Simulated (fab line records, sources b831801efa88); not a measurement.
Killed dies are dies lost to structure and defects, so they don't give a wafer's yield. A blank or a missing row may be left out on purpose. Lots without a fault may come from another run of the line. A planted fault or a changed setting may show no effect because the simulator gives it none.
Which tool did it? | flow sky130 | 14 lots, 42 wafers sampled, at 4 steps of a route of 708

WHAT THE GAUGES READ, wafer by wafer
SKY_VT_ADJUST_HVTR_OVL_MEAS_08. Usual: VT_ADJUST_HVTR_OVL 1.9 nm, standard deviation 1.5.
lot  | measured     | on         | VT_ADJUST_HVTR_OVL (nm) | flag
L539 | day 9 21:01  | overlay-02 | 4.7 5.4 1.6             |
L540 | day 10 02:43 | overlay-01 | 3.1 3.3 1.2             |
L541 | day 10 03:17 | overlay-02 | 3.3 1.9 2.6             |
L542 | day 10 10:08 | overlay-02 | 1.3 2.7 0.4             |
L543 | day 10 21:19 | overlay-01 | 1.3 1.2 2.3             |
L544 | day 11 08:41 | overlay-01 | 2.4 2.2 -2.2            |
L553 | day 14 00:35 | overlay-02 | 1.8 3.2 4.0             |
L554 | day 14 11:23 | overlay-01 | 1.9 0.7 -1.1            |
L555 | day 14 14:48 | overlay-02 | 2.0 1.2 1.8             |
L556 | day 15 01:16 | overlay-01 | 3.5 2.3 2.0             |
L557 | day 15 07:55 | overlay-02 | 3.0 3.5 2.1             |
L558 | day 15 14:11 | overlay-02 | -0.1 0.4 1.9            |
L559 | day 15 16:49 | overlay-02 | -0.5 -0.1 0.3           |
L561 | day 16 10:50 | overlay-01 | 4.3 3.3 4.0             |

SKY_SONOS_ONO_THK_MEAS_03. Usual: SONOS_ONO_CVD_02_THK 10.54 nm, standard deviation 0.14.
lot  | measured     | on            | SONOS_ONO_CVD_02_THK (nm) | flag
L539 | day 12 01:50 | film_metro-03 | 10.54 10.48 10.55         |
L540 | day 12 07:19 | film_metro-04 | 10.57 10.57 10.52         |
L541 | day 12 07:20 | film_metro-01 | 10.78 10.71 10.84         |
L542 | day 12 15:26 | film_metro-01 | 10.69 10.61 10.77         |
L543 | day 12 23:51 | film_metro-04 | 10.71 10.65 10.68         |
L544 | day 13 13:42 | film_metro-03 | 10.50 10.65 10.63         |
L553 | day 16 09:32 | film_metro-04 | 10.44 10.52 10.53         |
L554 | day 16 22:47 | film_metro-03 | 10.34 10.34 10.38         |
L555 | day 17 01:37 | film_metro-04 | 10.50 10.46 10.48         |
L556 | day 17 12:25 | film_metro-04 | 10.45 10.41 10.32         |
L557 | day 17 22:40 | film_metro-04 | 10.62 10.70 10.69         |
L558 | day 18 03:55 | film_metro-03 | 10.46 10.36 10.57         |
L559 | day 18 05:11 | film_metro-04 | 10.52 10.47 10.56         |
L561 | day 19 03:01 | film_metro-03 | 10.47 10.66 10.52         |

SKY_GATE_OXIDE_THK_MEAS_02. Usual: GATE_OXIDE_OXIDATION_00_THK 10.17 nm, standard deviation 0.23.
lot  | measured     | on            | GATE_OXIDE_OXIDATION_00_THK (nm) | flag
L539 | day 13 06:40 | film_metro-04 | 10.32 10.47 10.38                |
L540 | day 13 11:14 | film_metro-04 | 9.84 9.88 9.88                   |
L541 | day 13 12:20 | film_metro-01 | 10.25 10.30 10.22                |
L542 | day 13 18:53 | film_metro-01 | 9.86 9.96 10.02                  |
L543 | day 14 06:56 | film_metro-01 | 9.62 9.58 9.49                   |
L544 | day 14 20:25 | film_metro-01 | 9.69 9.87 9.89                   |
L553 | day 17 18:49 | film_metro-01 | 10.38 10.30 10.43                |
L554 | day 18 05:40 | film_metro-02 | 10.38 10.25 10.20                |
L555 | day 18 11:23 | film_metro-04 | 10.49 10.45 10.37                |
L556 | day 18 20:43 | film_metro-02 | 10.36 10.32 10.41                |
L557 | day 19 07:21 | film_metro-02 | 9.98 9.96 9.89                   |
L558 | day 19 13:16 | film_metro-02 | 10.14 10.19 10.48                |
L559 | day 19 15:27 | film_metro-04 | 10.42 10.26 10.40                |
L561 | day 20 13:25 | film_metro-04 | 10.14 10.11 10.14                |

WHICH TOOL RAN EACH LOT (tool, then ch and the chambers of the sampled wafers, then the start)
lot  | SKY_SONOS_ONO_SOFTBAKE_09
L539 | litho_track-02 ch 0, day 12 15:38
L540 | litho_track-03 ch 0, day 12 20:39
L541 | litho_track-02 ch 0, day 12 21:16
L542 | litho_track-03 ch 0, day 13 04:15
L543 | litho_track-03 ch 0, day 13 14:09
L544 | litho_track-03 ch 0, day 14 04:41
L553 | litho_track-01 ch 0, day 17 01:25
L554 | litho_track-03 ch 0, day 17 13:42
L555 | litho_track-01 ch 0, day 17 16:50
L556 | litho_track-02 ch 0, day 18 03:34
L557 | litho_track-02 ch 0, day 18 13:35
L558 | litho_track-03 ch 0, day 18 19:49
L559 | litho_track-03 ch 0, day 18 21:22
L561 | litho_track-03 ch 0, day 19 19:36
- SKY_SONOS_ONO_SOFTBAKE_09: time 60 s.

WHAT THE TOOLS THEMSELVES READ (means of the sampled wafers that have a number; where no wafer has one, the mark that the record gives instead)
SKY_SONOS_ONO_SOFTBAKE_09. Usual: heater_power_total_W 56.60 W, standard deviation 0.043; plate_temp_C 90.01 C, standard deviation 0.11.
lot  | tool           | heater_power_total_W (W) | plate_temp_C (C) | flag
L539 | litho_track-02 | 56.66                    | 89.97            |
L540 | litho_track-03 | 56.60                    | 90.15            |
L541 | litho_track-02 | 56.60                    | 90.04            |
L542 | litho_track-03 | 56.62                    | 89.87            |
L543 | litho_track-03 | 58.49                    | 92.29            | OFF
L544 | litho_track-03 | 58.51                    | 92.21            | OFF
L553 | litho_track-01 | 56.63                    | 90.10            |
L554 | litho_track-03 | 56.62                    | 89.93            |
L555 | litho_track-01 | 56.61                    | 89.95            |
L556 | litho_track-02 | 56.61                    | 89.93            |
L557 | litho_track-02 | 56.62                    | 90.03            |
L558 | litho_track-03 | 56.57                    | 89.92            |
L559 | litho_track-03 | 56.61                    | 89.94            |
L561 | litho_track-03 | 56.61                    | 90.02            |

THE ANSWER, worked out from the rows above alone
Rule: a lot is off if the mean of its wafers that have a number lies more than 3 standard deviations from the usual mean. A lot without any number at a reading at which 4 lots or more have one is off too. The other lots that the step has rows for count as sound. The gauges are gone through in route order, then the tools' own readings, and for those a lot's mean is taken as printed above. The first step at which some lot is off is used, and at that step the reading that is off furthest; a lot without a number counts as furthest.
Off: L543, L544, at SKY_SONOS_ONO_SOFTBAKE_09 (heater_power_total_W).
A tool fits if, at that step or a process step before it, it ran every lot that is off, and no sound lot after the first of them. None of those tried fits.

WHAT THE SIMULATOR HAD PUT IN
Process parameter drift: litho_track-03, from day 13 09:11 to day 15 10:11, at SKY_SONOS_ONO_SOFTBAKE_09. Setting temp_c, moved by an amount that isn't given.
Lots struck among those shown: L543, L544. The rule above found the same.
